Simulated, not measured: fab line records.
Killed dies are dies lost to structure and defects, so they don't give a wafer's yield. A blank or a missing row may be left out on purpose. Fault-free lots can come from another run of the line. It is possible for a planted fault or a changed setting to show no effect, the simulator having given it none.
What tool caused it?	flow gf180mcu	13 lots, 39 wafers sampled, at 4 steps of a route of 602

WHAT THE GAUGES READ, wafer by wafer
GF_M1_THK_MEAS_06: measures by xrf.
lot	measured	on	M1_ALCU_THK (nm)
L479	day 16 10:35	filmMetro-01	448 445 455
L480	day 16 12:53	filmMetro-01	450 450 447
L481	day 16 20:47	filmMetro-04	448 453 451
L488	day 19 10:47	filmMetro-01	449 454 449
L489	day 19 17:59	filmMetro-03	454 442 446
L492	day 20 19:49	filmMetro-03	450 441 455
L493	day 21 04:31	filmMetro-03	446 455 457
L495	day 21 18:40	filmMetro-01	444 445 452
L497	day 22 16:44	filmMetro-03	446 455 449
L498	day 22 23:14	filmMetro-03	450 457 455
L499	day 23 04:19	filmMetro-03	448 449 438
L501	day 23 21:13	filmMetro-01	442 442 448
L502	day 24 14:40	filmMetro-04	465 462 459

GF_V1_BOW_MEAS_05.
lot	measured	on	V1_BOW (um)
L479	day 17 08:50	filmMetro-01	70 76 68
L480	day 17 10:32	filmMetro-01	69 72 83
L481	day 17 19:34	filmMetro-03	65 80 84
L488	day 20 12:16	filmMetro-02	75 78 80
L489	day 20 19:49	filmMetro-02	84 86 83
L492	day 21 20:41	filmMetro-03	69 70 65
L493	day 22 05:25	filmMetro-01	87 92 84
L495	day 22 18:45	filmMetro-02	74 71 72
L497	day 23 17:25	filmMetro-01	72 78 78
L498	day 23 22:53	filmMetro-01	85 84 88
L499	day 24 04:06	filmMetro-02	91 78 104
L501	day 24 21:03	filmMetro-02	94 86 86
L502	day 25 13:24	filmMetro-02	94 85 98

WHICH TOOL RAN EACH LOT (tool, then ch and the chambers of the sampled wafers, then the start)
lot	GF_M1_SPUTTER_01	GF_M1_STRIP_17
L479	pvdSputter-04, day 16 10:20	plasmaAsher-02 ch 1, day 17 07:43
L480	pvdSputter-02, day 16 12:38	plasmaAsher-01 ch 0,1, day 17 09:26
L481	pvdSputter-02, day 16 20:32	plasmaAsher-04 ch 0,1, day 17 18:22
L488	pvdSputter-02, day 19 10:33	plasmaAsher-01 ch 0,1, day 20 11:07
L489	pvdSputter-04, day 19 17:44	plasmaAsher-01 ch 0,1, day 20 18:43
L492	pvdSputter-04, day 20 19:34	plasmaAsher-04 ch 0,1, day 21 19:32
L493	pvdSputter-04, day 21 04:17	plasmaAsher-02 ch 1, day 22 04:14
L495	pvdSputter-01, day 21 18:25	plasmaAsher-04 ch 0,1, day 22 17:36
L497	pvdSputter-01, day 22 16:29	plasmaAsher-04 ch 0,1, day 23 15:58
L498	pvdSputter-01, day 22 22:58	plasmaAsher-01 ch 0,1, day 23 21:46
L499	pvdSputter-04, day 23 04:05	plasmaAsher-01 ch 0,1, day 24 03:00
L501	pvdSputter-01, day 23 20:58	plasmaAsher-02 ch 0,1, day 24 19:51
L502	pvdSputter-02, day 24 14:25	plasmaAsher-01 ch 0,1, day 25 12:19
- GF_M1_SPUTTER_01: material TiN, target thk 30 nm, time 25 s.
- GF_M1_STRIP_17: strips in O2/N2.

WHAT THE TOOLS THEMSELVES READ (means of the sampled wafers that have a number; where no wafer has one, the mark that the record gives instead)
GF_M1_SPUTTER_01.
lot	tool	throttleValvePct (%)
L479	pvdSputter-04	30.0
L480	pvdSputter-02	29.5
L481	pvdSputter-02	29.1
L488	pvdSputter-02	29.7
L489	pvdSputter-04	29.8
L492	pvdSputter-04	29.7
L493	pvdSputter-04	30.1
L495	pvdSputter-01	30.2
L497	pvdSputter-01	29.7
L498	pvdSputter-01	28.6
L499	pvdSputter-04	29.8
L501	pvdSputter-01	29.7
L502	pvdSputter-02	29.8

GF_M1_STRIP_17.
lot	tool	drypumpMotorCurrentA (A)	heaterPowerW (W)	o2FlowSccm (sccm)	oesProductAu (a.u.)	stripTimeToEndpointS (s)
L479	plasmaAsher-02	5.2	323	2997	0.536	7.34
L480	plasmaAsher-01	5.7	331	3004	0.534	7.40
L481	plasmaAsher-04	5.2	286	2999	0.537	7.40
L488	plasmaAsher-01	5.7	331	2395	0.529	7.51
L489	plasmaAsher-01	5.6	340	2394	0.533	7.50
L492	plasmaAsher-04	5.7	301	2999	0.537	7.41
L493	plasmaAsher-02	5.2	322	3010	0.533	7.38
L495	plasmaAsher-04	5.2	297	2995	0.534	7.40
L497	plasmaAsher-04	5.7	301	3001	0.535	7.39
L498	plasmaAsher-01	5.7	331	2992	0.539	7.38
L499	plasmaAsher-01	5.6	341	3007	0.534	7.40
L501	plasmaAsher-02	5.7	324	3003	0.535	7.36
L502	plasmaAsher-01	5.6	343	3006	0.539	7.39

THE ANSWER, worked out from the rows above alone
Rule: the usual values come from the lots themselves. The widest of any qualifying gaps counts: lots, ordered by their means at a reading, are off when they make up no more than a third of the lots, leave a main group of 4 or more, and stand apart from it by 3 or more times the standard deviation of that group's means. Not used: any main group whose means are identical at the precision the tables above print for the reading. Also off: a lot with no number at a reading for which 4 or more lots have one. All remaining lots with rows at the step are treated as sound. The gauges are gone through in route order, then the tools' own readings, and for those a lot's mean is taken as printed above. The first step at which some lot is off is used, and at that step the reading that is off furthest; a lot without a number counts as furthest.
Off: L488, L489 (GF_M1_STRIP_17, o2FlowSccm). The main group: mean 3001 sccm, standard deviation 5.2.
A tool fits if, at that step or a process step before it, it ran every lot that is off, and no sound lot after the first of them. Of those tried, none fits.

WHAT WAS PUT IN BY THE SIMULATOR
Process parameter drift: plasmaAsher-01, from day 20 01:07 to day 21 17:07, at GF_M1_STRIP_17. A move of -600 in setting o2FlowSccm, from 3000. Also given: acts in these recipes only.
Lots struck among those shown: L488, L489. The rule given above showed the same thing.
